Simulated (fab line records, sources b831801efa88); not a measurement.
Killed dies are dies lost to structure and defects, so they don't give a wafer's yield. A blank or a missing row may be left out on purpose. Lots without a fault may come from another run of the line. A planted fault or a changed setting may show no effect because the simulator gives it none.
Which tool did it? | flow sky130 | 12 lots, 33 wafers sampled, at 6 steps of a route of 708

WHAT THE GAUGES READ, wafer by wafer
SKY_POLY_CUT_CD_MEAS_08: target cd 270 nm.
lot  | measured     | on        | cd_nm (nm)
L197 | day 24 17:47 | cd_sem-02 | 269.1 267.8 269.3
L198 | day 24 19:58 | cd_sem-01 | 268.7 266.4 268.5
L196 | day 24 21:49 | cd_sem-01 | 269.8 270.4 268.2
L199 | day 26 01:18 | cd_sem-02 | 271.7 273.5 273.4
L202 | day 27 10:41 | cd_sem-02 | 273.1 273.1 273.2
L206 | day 28 13:17 | cd_sem-02 | 270.0 270.2
L210 | day 29 13:08 | cd_sem-01 | 269.1 267.8
L209 | day 29 15:11 | cd_sem-01 | 269.7 270.0
L214 | day 30 16:02 | cd_sem-02 | 270.3 271.0 270.3
L215 | day 30 18:47 | cd_sem-01 | 267.9 266.7 267.5
L217 | day 31 13:51 | cd_sem-01 | 272.7 274.3 272.6
L218 | day 31 21:29 | cd_sem-01 | 271.1 270.2 270.5

SKY_SD_P_OVL_MEAS_08.
lot  | measured     | on         | SD_P_OVL (nm)
L197 | day 25 22:51 | overlay-02 | 1.4 0.0 -0.2
L198 | day 26 00:49 | overlay-02 | -2.9 -2.8 -3.0
L196 | day 26 02:20 | overlay-02 | -2.1 -1.0 -1.2
L199 | day 27 06:10 | overlay-01 | -0.6 -0.6 0.0
L202 | day 28 16:01 | overlay-01 | -0.6 -0.1 0.7
L206 | day 29 18:27 | overlay-02 | -1.2 -0.5
L210 | day 30 17:01 | overlay-01 | 0.8 -1.3
L209 | day 30 20:01 | overlay-01 | 0.6 2.4
L214 | day 31 19:04 | overlay-02 | 0.0 -0.8 -0.6
L215 | day 31 22:07 | overlay-02 | 0.3 1.1 -1.1
L217 | day 32 17:09 | overlay-01 | -0.7 0.1 0.7
L218 | day 33 02:30 | overlay-02 | -1.1 -0.3 -1.1

SKY_SD_N_RS_MEAS_17: measures by four-point-probe.
lot  | measured     | on            | SD_P_RS (ohm/sq)
L197 | day 28 10:30 | film_metro-01 | 147.6 147.3 147.5
L198 | day 28 11:58 | film_metro-02 | 146.8 147.0 146.8
L196 | day 28 13:19 | film_metro-02 | 147.6 147.3 147.1
L199 | day 29 16:14 | film_metro-01 | 147.8 147.5 147.4
L202 | day 31 01:52 | film_metro-01 | 147.2 146.9 146.8
L206 | day 32 04:11 | film_metro-04 | 146.7 148.4
L210 | day 33 01:01 | film_metro-01 | 148.8 148.9
L209 | day 33 04:19 | film_metro-02 | 146.8 148.9
L214 | day 34 02:20 | film_metro-02 | 147.1 146.7 146.6
L215 | day 34 06:05 | film_metro-02 | 146.7 147.2 147.0
L217 | day 35 00:19 | film_metro-04 | 147.6 147.4 146.6
L218 | day 35 08:38 | film_metro-04 | 147.4 147.9 147.6

WHICH TOOL RAN EACH LOT (tool, then ch and the chambers of the sampled wafers, then the start)
lot  | SKY_LDD_N_STRIP_16                   | SKY_SD_P_IMPLANT_09             | SKY_SD_P_STRIP_10
L197 | plasma_asher-04 ch 0,1, day 18 05:55 | implanter-02 ch 0, day 25 22:53 | plasma_asher-04 ch 0,1, day 25 23:11
L198 | plasma_asher-04 ch 0,1, day 18 06:33 | implanter-02 ch 0, day 26 00:54 | plasma_asher-01 ch 0,1, day 26 01:02
L196 | plasma_asher-03 ch 0,1, day 18 07:02 | implanter-04 ch 0, day 26 02:24 | plasma_asher-02 ch 1, day 26 02:31
L199 | plasma_asher-01 ch 0,1, day 19 14:41 | implanter-04 ch 0, day 27 06:12 | plasma_asher-01 ch 0,1, day 27 06:21
L202 | plasma_asher-04 ch 0,1, day 21 04:32 | implanter-04 ch 0, day 28 16:03 | plasma_asher-04 ch 0,1, day 28 16:12
L206 | plasma_asher-03 ch 0, day 22 06:41   | implanter-04 ch 0, day 29 18:29 | plasma_asher-02 ch 0,1, day 29 18:38
L210 | plasma_asher-03 ch 0, day 23 08:34   | implanter-04 ch 0, day 30 17:06 | plasma_asher-02 ch 0,1, day 30 17:13
L209 | plasma_asher-01 ch 0,1, day 23 11:33 | implanter-04 ch 0, day 30 20:07 | plasma_asher-01 ch 0,1, day 30 20:14
L214 | plasma_asher-01 ch 0,1, day 24 12:21 | implanter-02 ch 0, day 31 19:09 | plasma_asher-01 ch 0,1, day 31 19:17
L215 | plasma_asher-01 ch 0, day 24 14:56   | implanter-02 ch 0, day 31 22:10 | plasma_asher-04 ch 0, day 31 22:18
L217 | plasma_asher-03 ch 1, day 25 12:46   | implanter-03 ch 0, day 32 17:12 | plasma_asher-01 ch 1, day 32 17:20
L218 | plasma_asher-04 ch 0,1, day 25 21:43 | implanter-03 ch 0, day 33 02:35 | plasma_asher-04 ch 0,1, day 33 02:43
- SKY_LDD_N_STRIP_16: strips in O2/N2.
- SKY_SD_P_IMPLANT_09
- SKY_SD_P_STRIP_10: strips in O2/N2.

WHAT THE TOOLS THEMSELVES READ (means of the sampled wafers that have a number; where no wafer has one, the mark that the record gives instead)
SKY_LDD_N_STRIP_16.
lot  | tool            | drypump_motor_current_A (A) | o2_flow_sccm (sccm) | oes_product_au (a.u.) | strip_time_to_endpoint_s (s)
L197 | plasma_asher-04 | 5.8                         | 3003                | 0.407                 | 4.344
L198 | plasma_asher-04 | 6.2                         | 3005                | 0.409                 | 4.293
L196 | plasma_asher-03 | 5.7                         | 2998                | 0.402                 | 4.301
L199 | plasma_asher-01 | 5.8                         | 3009                | 0.408                 | 4.308
L202 | plasma_asher-04 | 6.2                         | 3008                | 0.407                 | 4.326
L206 | plasma_asher-03 | 6.0                         | 2992                | 0.406                 | 4.325
L210 | plasma_asher-03 | 6.0                         | 3004                | 0.405                 | 4.316
L209 | plasma_asher-01 | 5.8                         | 2992                | 0.407                 | 4.324
L214 | plasma_asher-01 | 5.8                         | 2984                | 0.406                 | 4.319
L215 | plasma_asher-01 | 5.7                         | 3000                | 0.406                 | 4.321
L217 | plasma_asher-03 | 5.6                         | 2993                | 0.404                 | 4.330
L218 | plasma_asher-04 | 5.8                         | 2985                | 0.405                 | 4.307

SKY_SD_P_IMPLANT_09.
lot  | tool         | faraday_current_uA
L197 | implanter-02 | 11053
L198 | implanter-02 | 11194
L196 | implanter-04 | 12796
L199 | implanter-04 | 12748
L202 | implanter-04 | 12988
L206 | implanter-04 | 12760
L210 | implanter-04 | 12825
L209 | implanter-04 | 12769
L214 | implanter-02 | 11174
L215 | implanter-02 | 11347
L217 | implanter-03 | 11469
L218 | implanter-03 | 11064

SKY_SD_P_STRIP_10.
lot  | tool            | drypump_motor_current_A (A) | o2_flow_sccm (sccm) | oes_product_au (a.u.) | strip_time_to_endpoint_s (s)
L197 | plasma_asher-04 | 6.2                         | 3005                | 0.618                 | 17.44
L198 | plasma_asher-01 | 5.8                         | 2991                | 0.615                 | 17.46
L196 | plasma_asher-02 | 5.4                         | 2999                | 0.614                 | 17.51
L199 | plasma_asher-01 | 5.8                         | 3005                | 0.621                 | 17.50
L202 | plasma_asher-04 | 5.8                         | 2995                | 0.613                 | 17.45
L206 | plasma_asher-02 | 5.4                         | 2998                | 0.620                 | 17.40
L210 | plasma_asher-02 | 5.4                         | 3004                | 0.620                 | 17.30
L209 | plasma_asher-01 | 5.8                         | 3000                | 0.619                 | 17.38
L214 | plasma_asher-01 | 5.8                         | 2991                | 0.616                 | 17.55
L215 | plasma_asher-04 | 6.6                         | 2990                | 0.617                 | 17.49
L217 | plasma_asher-01 | 5.9                         | 2998                | 0.618                 | 17.48
L218 | plasma_asher-04 | 6.2                         | 3002                | 0.615                 | 17.44

THE ANSWER, worked out from the rows above alone
Rule: what is usual is taken from the lots themselves. Put in order of their means at a reading, lots are off if they are a third of the lots or fewer, leave a main group of 4 or more, and stand apart from it by a gap of 3 or more times the standard deviation of the main group's means; of several such gaps the widest counts. A main group whose means are all the same, to the digits that the tables above print for the reading, isn't used. A lot without any number at a reading at which 4 lots or more have one is off too. The other lots that the step has rows for count as sound. The gauges are gone through in route order, then the tools' own readings, and for those a lot's mean is taken as printed above. The first step at which some lot is off is used, and at that step the reading that is off furthest; a lot without a number counts as furthest.
No lot is off at any reading shown: from this, nothing can be told.

WHAT THE SIMULATOR HAD PUT IN
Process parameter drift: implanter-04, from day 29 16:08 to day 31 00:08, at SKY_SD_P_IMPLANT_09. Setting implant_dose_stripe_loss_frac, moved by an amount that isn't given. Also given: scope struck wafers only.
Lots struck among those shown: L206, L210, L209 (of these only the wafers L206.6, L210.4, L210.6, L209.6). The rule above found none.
